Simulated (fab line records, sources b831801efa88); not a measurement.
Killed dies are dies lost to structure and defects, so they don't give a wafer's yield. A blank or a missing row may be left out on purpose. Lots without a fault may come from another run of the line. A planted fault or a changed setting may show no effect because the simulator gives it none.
fab line records | flow sky130
record lots=14 wafers=42 last_day=50
route steps=708 shown VT_ADJUST_HVTP@93 VT_ADJUST_HVTR@141 VT_ADJUST_PCH@152 CONTACT@410
lots that met no fault: from a run of the same line without faults
start_h: hours from the record's first day to the start of the lot's first wafer shown | wait_h: hours since the lot's step before | " the same as in the row above | L1.1+2: a row that stands for several wafers | - no value, or no start given | * or withheld: withheld | < > ~ a bound
route shown NAME@n: a module of which the file shows steps, and the number in the route of the first | usual: mean/standard deviation of fault-free wafers | same: alike in all rows | chamber/n: place in a boat | sites: the reading at each site | _std_site: their standard deviation | _edge_site: outer sites' mean less inner sites' | radius_mm: how far each site lies from the wafer's centre | mask NAME#n: copy n | behind: the tool/chamber that last shaped the wafer | hold: why the lot was held/for how many hours/how that ended | device: the transistor (n, p or np) that didn't switch | end of line: the same wafers' tests at the end of the route | a step without rows: its recipe alone | killed: dies lost to structure and defects at the first sort, not the wafer's yield | map: a wafer's dies, x killed, . not, _ none there
set.NAME: the setting as run; set.NAME@STEP: as run at that earlier step | model.NAME: the simulator's own value behind a step, which no gauge read
steps of the route over a sample of lots; a table a step, a row a wafer
services: from which hour (start_h, from the record's first day; less than 0 if before it) a tool's chamber was out of use, for how many hours, and why
## steps
# step SKY_VT_ADJUST_HVTP_OVL_MEAS_08
# usual VT_ADJUST_HVTP_OVL=-0.2/1.3
# columns lot.wafer tool chamber start_h wait_h VT_ADJUST_HVTP_OVL[nm]
L827.1 overlay-01 - 120.14 0.1 -1.0
L827.5 " - " " -0.7
L827.6 " - " " 0.7
L828.1 overlay-01 - 124.74 0.1 -1.7
L828.2 " - " " 0.2
L828.4 " - " " 0.8
L832.1 overlay-01 - 157.14 0.1 -0.3
L832.2 " - " " -1.1
L832.6 " - " " -1.2
L833.1 overlay-02 - 163.06 0.1 -0.1
L833.2 " - " " -2.3
L833.5 " - " " 2.5
L835.1 overlay-01 - 170.29 0.1 0.2
L835.2 " - " " 0.7
L835.6 " - " " 1.4
L836.2 overlay-02 - 176.82 0.1 -0.7
L836.3 " - " " 0.4
L836.5 " - " " 1.0
L838.1 overlay-01 - 194.01 0.1 -1.1
L838.3 " - " " -0.1
L838.5 " - " " -0.3
L839.1 overlay-01 - 201.39 0.1 2.4
L839.3 " - " " 0.8
L839.4 " - " " -0.7
L840.3 overlay-01 - 206.77 0.1 -0.3
L840.4 " - " " -0.2
L840.6 " - " " 1.2
L841.1 overlay-01 - 214.11 0.1 1.6
L841.4 " - " " 3.4
L841.5 " - " " 0.8
L846.1 overlay-01 - 242.89 0.1 0.9
L846.3 " - " " 1.8
L846.6 " - " " 0.6
L847.1 overlay-01 - 247.57 0.1 -0.1
L847.3 " - " " 2.4
L847.6 " - " " -1.4
L849.1 overlay-01 - 261.81 0.1 -1.0
L849.2 " - " " 0.3
L849.3 " - " " -2.6
L850.2 overlay-01 - 267.67 0.1 -1.7
L850.4 " - " " 0.0
L850.6 " - " " -0.6
# step SKY_VT_ADJUST_HVTR_STRIP_10
# recipe chemistry=O2/N2 power_w=1400 pressure_mtorr=1500 platen_temp_c=withheld o2_flow_sccm=3000 n2_flow_sccm=300 overash_fraction=0.5
# usual chamber_pressure_mTorr=1500.0/1.5 drypump_motor_current_A=5.8/0.53 oes_product_au=0.716/0.005 strip_time_to_endpoint_s=14.17/0.038
# columns lot.wafer tool chamber start_h wait_h chamber_pressure_mTorr drypump_motor_current_A oes_product_au rf_hours_counter_h strip_time_to_endpoint_s
L827.1 plasma_asher-03 0 201.88 0.1 1500.3 4.9 0.720 50 14.17
L827.5 " 1 " " 1499.9 5.7 0.709 - 14.14
L827.6 " 0 " " 1499.2 4.9 0.709 - 14.12
L828.1 plasma_asher-03 0 205.30 0.1 1501.2 4.9 0.710 50 14.13
L828.2 " 1 " " 1500.7 5.8 0.718 50 14.13
L828.4 " 1 " " 1499.4 5.8 0.717 - 14.12
L832.1 plasma_asher-03 1 243.95 0.1 1501.9 5.7 0.713 54 14.15
L832.2 " 0 " " 1498.4 4.9 0.715 54 14.15
L832.6 " 1 " " 1498.1 5.7 0.715 - 14.18
L833.1 plasma_asher-01 1 251.36 0.1 1500.6 6.1 0.718 46 14.20
L833.2 " 0 " " 1497.6 6.5 0.708 46 14.19
L833.5 " 0 " " 1501.0 6.5 0.716 - 14.22
L835.1 plasma_asher-04 1 259.11 0.1 1501.6 5.8 0.715 14 14.14
L835.2 " 0 " " 1498.6 5.4 0.716 14 14.17
L835.6 " 0 " " 1498.1 5.4 0.717 - 14.15
L836.2 plasma_asher-03 1 267.42 0.1 1498.4 5.8 0.719 56 14.22
L836.3 " 0 " " 1501.7 4.9 0.709 - 14.24
L836.5 " 1 " " 1500.7 5.8 0.718 - 14.20
L838.1 plasma_asher-04 0 286.65 0.1 - - - - -
L838.3 " 0 " " - - - - -
L838.5 " 0 " " - - - - -
L839.1 plasma_asher-03 0 295.98 0.1 - - - - -
L839.3 " 1 " " - - - - -
L839.4 " 0 " " - - - - -
L840.3 plasma_asher-03 1 302.99 0.1 1500.9 5.7 0.723 - 14.12
L840.4 " 0 " " 1497.6 4.9 0.716 - 14.13
L840.6 " 1 " " 1502.5 5.7 0.716 - 14.15
L841.1 plasma_asher-01 0 311.48 0.1 1499.7 6.6 0.722 51 14.17
L841.4 " 1 " " 1498.9 6.1 0.724 - 14.15
L841.5 " 0 " " 1500.1 6.6 0.720 - 14.17
L846.1 plasma_asher-04 1 344.56 0.1 1501.1 5.8 0.705 22 14.23
L846.3 " 1 " " 1499.7 5.8 0.720 - 14.21
L846.6 " 1 " " 1496.8 5.8 0.715 - 14.22
L847.1 plasma_asher-01 1 350.53 0.1 1503.1 6.1 0.723 56 14.17
L847.3 " 1 " " 1498.6 6.1 0.723 - 14.14
L847.6 " 0 " " 1501.9 6.6 0.717 - 14.15
L849.1 plasma_asher-04 0 368.06 0.1 1498.3 5.4 0.722 25 14.15
L849.2 " 1 " " 1501.4 5.8 0.720 25 14.12
L849.3 " 0 " " 1499.2 5.4 0.711 - 14.10
L850.2 plasma_asher-04 1 374.95 0.1 1500.7 5.8 0.725 25 14.15
L850.4 " 0 " " 1497.4 5.4 0.723 - 14.12
L850.6 " 1 " " 1498.7 5.8 0.727 - 14.14
# step SKY_VT_ADJUST_PCH_STRIP_09
# recipe chemistry=O2/N2 power_w=1400 pressure_mtorr=1500 platen_temp_c=withheld o2_flow_sccm=3000 n2_flow_sccm=300 overash_fraction=0.5
# usual chamber_pressure_mTorr=1500.0/1.3 drypump_motor_current_A=5.9/0.33 oes_product_au=0.722/0.0044 strip_time_to_endpoint_s=36.88/0.11
# columns lot.wafer tool chamber start_h wait_h chamber_pressure_mTorr drypump_motor_current_A oes_product_au rf_hours_counter_h strip_time_to_endpoint_s
L827.1 plasma_asher-04 1 223.88 0.1 1499.0 5.8 0.726 10 37.11
L827.5 " 1 " " 1500.0 5.8 0.720 - 37.10
L827.6 " 0 " " 1499.5 5.4 0.723 - 37.14
L828.1 plasma_asher-02 0 228.76 0.1 1497.5 6.1 0.715 53 36.92
L828.2 " 1 " " 1499.6 5.7 0.717 53 36.95
L828.4 " 0 " " 1499.4 6.1 0.720 - 36.88
L832.1 plasma_asher-04 0 268.08 0.1 1500.4 5.4 0.720 15 36.85
L832.2 " 1 " " 1498.4 5.8 0.728 15 36.88
L832.6 " 1 " " 1501.5 5.8 0.718 - 36.74
L833.1 plasma_asher-02 0 274.88 0.1 1500.0 6.1 0.724 58 36.79
L833.2 " 1 " " 1500.7 5.7 0.717 58 36.90
L833.5 " 1 " " 1500.1 5.8 0.724 - 36.82
L835.1 plasma_asher-01 1 283.73 0.1 1499.5 6.1 0.725 49 36.97
L835.2 " 0 " " 1501.3 6.6 0.721 49 36.93
L835.6 " 1 " " 1499.6 6.1 0.723 - 36.87
L836.2 plasma_asher-02 0 292.43 0.1 1501.4 6.1 0.726 59 36.97
L836.3 " 1 " " 1499.5 5.8 0.718 - 36.92
L836.5 " 1 " " 1500.0 5.7 0.724 - 36.95
L838.1 plasma_asher-01 1 312.93 0.1 1503.0 6.1 0.730 52 53.57
L838.3 " 1 " " 1499.8 6.1 0.730 - 53.68
L838.5 " 1 " " 1499.9 6.1 0.721 - 53.64
L839.1 plasma_asher-02 1 322.53 0.1 1500.5 5.7 0.726 62 53.71
L839.3 " 1 " " 1496.8 5.7 0.736 - 53.68
L839.4 " 0 " " 1501.1 6.1 0.720 - 53.76
L840.3 plasma_asher-02 1 328.81 0.1 1501.1 5.8 0.723 - 37.01
L840.4 " 0 " " 1500.0 6.1 0.711 - 37.07
L840.6 " 1 " " 1498.6 5.7 0.725 - 37.10
L841.1 plasma_asher-04 0 338.26 0.1 1498.5 5.4 0.726 21 36.71
L841.4 " 0 " " 1500.2 5.4 0.724 - 36.70
L841.5 " 1 " " 1501.0 5.8 0.727 - 36.82
L846.1 plasma_asher-02 1 372.78 0.1 1498.8 5.7 0.711 66 36.77
L846.3 " 0 " " 1498.4 6.1 0.729 - 36.77
L846.6 " 1 " " 1500.3 5.8 0.723 - 36.76
L847.1 plasma_asher-04 1 379.56 0.1 1499.3 5.8 0.720 26 36.85
L847.3 " 0 " " 1501.2 5.4 0.723 - 36.96
L847.6 " 1 " " 1502.1 5.8 0.725 - 36.89
L849.1 plasma_asher-04 0 397.71 0.1 1500.6 5.4 0.721 28 36.89
L849.2 " 1 " " 1500.1 5.8 0.719 28 36.85
L849.3 " 0 " " 1498.1 5.4 0.723 - 36.79
L850.2 plasma_asher-04 1 404.63 0.1 1501.9 5.8 0.728 28 37.07
L850.4 " 1 " " 1500.3 5.8 0.721 - 36.94
L850.6 " 1 " " 1497.2 5.8 0.722 - 36.91
# step SKY_VT_ADJUST_PCH_TW_MEAS_10
# usual VT_ADJUST_PCH_TW=143.1/0.74
# columns lot.wafer tool chamber start_h wait_h VT_ADJUST_PCH_TW
L827.1 film_metro-01 - 223.98 0.1 143.2
L827.5 " - " " 143.6
L827.6 " - " " 143.8
L828.1 film_metro-01 - 228.86 0.1 142.7
L828.2 " - " " 144.0
L828.4 " - " " 143.7
L832.1 film_metro-02 - 268.18 0.1 143.9
L832.2 " - " " 143.6
L832.6 " - " " 143.2
L833.1 film_metro-02 - 274.98 0.1 143.5
L833.2 " - " " 143.6
L833.5 " - " " 143.8
L835.1 film_metro-01 - 283.83 0.1 143.6
L835.2 " - " " 143.5
L835.6 " - " " 143.8
L836.2 film_metro-04 - 292.54 0.1 142.6
L836.3 " - " " 143.5
L836.5 " - " " 143.0
L838.1 film_metro-02 - 313.03 0.1 30.1
L838.3 " - " " 30.1
L838.5 " - " " 30.1
L839.1 film_metro-02 - 322.63 0.1 30.0
L839.3 " - " " 29.9
L839.4 " - " " 30.0
L840.3 film_metro-02 - 328.90 0.1 142.7
L840.4 " - " " 142.8
L840.6 " - " " 142.1
L841.1 film_metro-04 - 338.36 0.1 141.8
L841.4 " - " " 142.6
L841.5 " - " " 141.7
L846.1 film_metro-04 - 372.88 0.1 142.7
L846.3 " - " " 142.4
L846.6 " - " " 142.2
L847.1 film_metro-02 - 379.66 0.1 143.1
L847.3 " - " " 143.8
L847.6 " - " " 142.5
L849.1 film_metro-02 - 397.81 0.1 143.0
L849.2 " - " " 142.8
L849.3 " - " " 143.2
L850.2 film_metro-01 - 404.74 0.1 143.1
L850.4 " - " " 143.6
L850.6 " - " " 143.7
# step SKY_CONTACT_CMP_04
# recipe material=SiO2 down_force_psi=4 platen_rpm=60 pad_velocity_m_s=0.94248
# usual motor_current_A=12.1/1 time_to_endpoint_s=81/4.5
# columns lot.wafer tool chamber start_h wait_h motor_current_A time_to_endpoint_s
L827.1 cmp-02 0 699.93 0.1 11.2 83
L827.5 " 3 " " 12.0 86
L827.6 " 0 " " 11.2 86
L828.4 cmp-01 1 710.21 0.1 14.0 76
L828.2 " 2 " " 12.6 83
L828.1 " 3 " " 12.4 81
L832.2 cmp-02 1 755.91 0.1 11.5 79
L832.1 " 2 " " 10.6 84
L832.6 " 1 " " 11.7 83
L833.1 cmp-02 0 758.04 0.1 11.2 85
L833.2 " 3 " " 11.4 90
L833.5 " 0 " " 10.8 88
L835.2 cmp-02 1 776.18 0.0 11.6 88
L835.1 " 3 " " 11.5 85
L835.6 " 1 " " 11.6 86
L836.3 cmp-01 3 781.19 0.1 13.4 73
L836.2 " 1 " " 13.2 73
L836.5 " 2 " " 14.1 75
L838.1 cmp-01 2 799.96 0.1 13.0 78
L838.3 " 0 " " 12.2 75
L838.5 " 2 " " 13.8 77
L839.4 cmp-02 2 804.35 0.0 11.4 85
L839.3 " 3 " " 11.6 84
L839.1 " 0 " " 11.1 86
L840.4 cmp-02 1 812.61 0.1 11.6 80
L840.3 " 2 " " 10.9 78
L840.6 " 1 " " 11.1 81
L841.1 cmp-02 2 820.84 0.1 10.9 85
L841.4 " 3 " " 12.1 84
L841.5 " 3 " " 11.7 83
L846.3 cmp-02 1 856.46 0.1 11.5 74
L846.1 " 3 " " 11.7 81
L846.6 " 0 " " 10.9 81
L847.1 cmp-02 2 862.50 0.1 10.9 83
L847.3 " 3 " " 11.9 83
L847.6 " 2 " " 10.8 83
L849.1 cmp-01 3 878.88 0.1 13.6 77
L849.3 " 1 " " 13.7 75
L849.2 " 2 " " 13.1 76
L850.4 cmp-01 2 884.72 0.0 13.5 78
L850.2 " 1 " " 13.9 73
L850.6 " 3 " " 13.1 80
# step SKY_CONTACT_THK_MEAS_26
# recipe thk_meas_gauge=xrf reads=W_of_CONTACT_CVD_24
# usual CONTACT_W_THK=348/5.5
# columns lot.wafer tool chamber start_h wait_h CONTACT_W_THK[nm]
L827.1 film_metro-03 - 729.71 0.1 349
L827.5 " - " " 339
L827.6 " - " " 348
L828.1 film_metro-03 - 739.89 0.1 341
L828.2 " - " " 341
L828.4 " - " " 348
L832.1 film_metro-04 - 784.30 0.1 339
L832.2 " - " " 337
L832.6 " - " " 344
L833.1 film_metro-03 - 786.73 0.1 338
L833.2 " - " " 347
L833.5 " - " " 345
L835.1 film_metro-03 - 803.69 0.1 347
L835.2 " - " " 339
L835.6 " - " " 345
L836.2 film_metro-02 - 809.23 0.1 355
L836.3 " - " " 362
L836.5 " - " " 347
L838.1 film_metro-03 - 828.11 0.1 350
L838.3 " - " " 345
L838.5 " - " " 344
L839.1 film_metro-04 - 833.13 0.1 344
L839.3 " - " " 350
L839.4 " - " " 344
L840.3 film_metro-02 - 840.68 0.1 365
L840.4 " - " " 351
L840.6 " - " " 351
L841.1 film_metro-03 - 848.09 0.1 358
L841.4 " - " " 348
L841.5 " - " " 349
L846.1 film_metro-03 - 884.29 0.1 345
L846.3 " - " " 343
L846.6 " - " " 348
L847.1 film_metro-02 - 889.91 0.1 350
L847.3 " - " " 357
L847.6 " - " " 355
L849.1 film_metro-03 - 906.24 0.1 344
L849.2 " - " " 352
L849.3 " - " " 347
L850.2 film_metro-02 - 911.63 0.1 353
L850.4 " - " " 352
L850.6 " - " " 354
## services
# columns tool chamber start_h hours kind
cmp-02 - 253.85 2.4 repair
cmp-02 - 276.56 1.9 repair
plasma_asher-02 - 313.45 2.8 repair
cmp-02 - 319.84 1.0 repair
cmp-02 - 324.34 0.7 repair
plasma_asher-02 - 340.03 12.6 pm
cmp-02 - 404.00 4.0 pm
cmp-02 - 410.67 0.6 repair
plasma_asher-03 - 411.54 0.8 repair
plasma_asher-02 - 421.25 9.0 pm
cmp-02 - 422.38 4.6 pm
cmp-02 - 451.13 7.7 pm
cmp-02 - 463.31 0.2 repair
cmp-02 - 524.62 2.0 repair
plasma_asher-04 - 580.69 2.2 repair
cmp-02 - 606.37 1.2 repair
cmp-02 - 615.31 8.6 pm
plasma_asher-04 - 707.04 2.8 pm
cmp-02 - 744.00 4.0 pm
cmp-02 - 781.12 2.5 repair
cmp-02 - 791.38 7.0 pm
plasma_asher-04 - 800.39 3.3 repair
cmp-02 - 829.14 5.0 repair
cmp-02 - 864.64 1.4 repair
## key
first_sign step=SKY_VT_ADJUST_HVTR_STRIP_10 reading=tool_record direction=missing
effect step=SKY_VT_ADJUST_PCH_STRIP_09 reading=strip_time_to_endpoint_s direction=up sigmas=99+ usual=* struck=*
effect step=SKY_VT_ADJUST_PCH_TW_MEAS_10 reading=VT_ADJUST_PCH_TW direction=down sigmas=99+ usual=143.1 struck=30.0
met_at SKY_VT_ADJUST_HVTR_STRIP_10
struck_lots L838,L839
sort_left_out L838.1,L838.3,L838.5,L839.1,L839.3,L839.4
tester_left_out L838,L839
not_acting_at SKY_VT_ADJUST_HVTP_OVL_MEAS_08,SKY_CONTACT_CMP_04,SKY_CONTACT_THK_MEAS_26
onset_between 267.42 286.65
fault kind=skipped_step_whole tool=plasma_asher-03,plasma_asher-04 chamber=- onset_h=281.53 steps=SKY_VT_ADJUST_HVTR_STRIP_10 scope=struck_lots_only
# tester_left_out: of these lots the tester's yield and bins aren't shown, on N5 and GAA mostly nor the transistor test; their killed dies are dies lost to structure and defects alone, not to doping, threshold or leakage, so they don't give the yield
# sort_left_out: the simulated sort isn't trusted on such a fault, so these wafers' sort isn't shown, and their yield isn't known
